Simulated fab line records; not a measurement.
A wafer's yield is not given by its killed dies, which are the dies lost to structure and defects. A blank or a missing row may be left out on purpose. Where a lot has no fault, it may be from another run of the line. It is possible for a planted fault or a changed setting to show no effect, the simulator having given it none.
Comparing a struck lot with a sound one / flow gf180mcu / 34 steps out of a route of 602
Sound: wafers L839.1, L839.3, L839.6. Struck: wafers L848.1, L848.4, L848.6. The cause comes at the end.
Order at every step that has rows: each side's tool, ch and its chambers, its first start. Under that, the readings that differ: sound wafers / struck wafers / difference of the means / sigmas: that difference in standard deviations of wafers without a fault.
alike: a reading whose means differ by less than 2 such deviations, as well as words and numbers matching on both sides. not compared: withheld readings; readings where some wafer has no value; bounds like >300 that might hide an equal value; numbers whose values overlap and for which the record gives no deviation.
A row with sigmas, a row that says differs or no value, or rows on one side alone: a step with any of these is where the two part. When numbers do not overlap yet have no deviation, they are printed without sigmas and do not part them. A reading that every wafer of one side lacks parts them only if that side has two wafers or more.

first, 10 steps without rows for these wafers: GF_V1_ETCH_17 (etches SiO2 in C4F8/O2/Ar, stops on TiN, target depth 630 nm); GF_V1_STRIP_18 (strips in O2/N2); GF_V1_STRIP_19 (strips in post etch residue remover, time 1200 s); GF_V1_CLEAN_20 (cleans in DIW); GF_V1_SPUTTER_21 (material Ti, target thk 15 nm, time 80.02 s); GF_V1_SPUTTER_22 (material TiN, target thk 10 nm, time 40 s); GF_V1_CVD_23 (deposits W, target thk 350 nm, time 105.05 s); GF_V1_CMP_26 (polishes, stops on SiO2, t overpolish 15 s, target thk 0 nm); GF_M2_SPUTTER_00 (material Ti, target thk 37.5 nm, time 150 s); GF_M2_SPUTTER_01 (material TiN, target thk 30 nm, time 25 s).
GF_M2_SPUTTER_02: material AlCu, target thk 450 nm, time 23.9 s.
  sound on pvdSputter-03 at day 20 16:04; struck on pvdSputter-03 at day 23 22:20
  alike: throttleValvePct
then, 22 steps without rows for these wafers: GF_M2_SPUTTER_03 (material Ti, target thk 10 nm, time 6.7 s); GF_M2_SPUTTER_04 (material TiN, target thk 50 nm, time 40.58 s); GF_M2_DEHYDRATE_07 (time 60 s); GF_M2_HMDS_08 (prime time 60 s); GF_M2_COAT_09 (resist thk 1000 nm); GF_M2_SOFTBAKE_10 (time 60 s); GF_M2_EXPOSE_11 (exposes mask Metal2, target cd 280 nm); GF_M2_PEB_12 (peb time 90 s); GF_M2_DEVELOP_13 (develop time 60 s); GF_M2_METAL_ETCH_16 (etches the open film in Cl2/BCl3, stops on SiO2, target depth 750.8 nm, time 125.1 s); GF_M2_STRIP_17 (strips in O2/N2); GF_M2_STRIP_18 (strips in post etch residue remover, time 1200 s); GF_M2_CLEAN_19 (cleans in DIW); GF_V2_CVD_00 (deposits SiO2, target thk 600 nm, time 100 s); GF_V2_CVD_02 (deposits SiO2 from TEOS, target thk 850 nm, time 94.851 s); GF_V2_CMP_04 (polishes SiO2); GF_V2_DEHYDRATE_06 (time 60 s); GF_V2_HMDS_07 (prime time 60 s); GF_V2_COAT_08; GF_V2_COAT_09 (resist thk 1000 nm); GF_V2_SOFTBAKE_10 (time 60 s); GF_V2_EXPOSE_11 (exposes mask Via2, target cd 260 nm).
-- the record jumps here: 9 days lie between the struck wafers' starts before and after (it left off in module V2 and takes up again in module PASSIVATION, whose first step shown is number 602 of the route) --
GF_PASSIVATION_PROBE_99:
  the record has rows for the struck wafers here (prober-01, day 33 09:13) and none for the sound ones

== WHERE THEY PART ==
Only at GF_PASSIVATION_PROBE_99, within this record.

WHY: whatever the simulator had introduced
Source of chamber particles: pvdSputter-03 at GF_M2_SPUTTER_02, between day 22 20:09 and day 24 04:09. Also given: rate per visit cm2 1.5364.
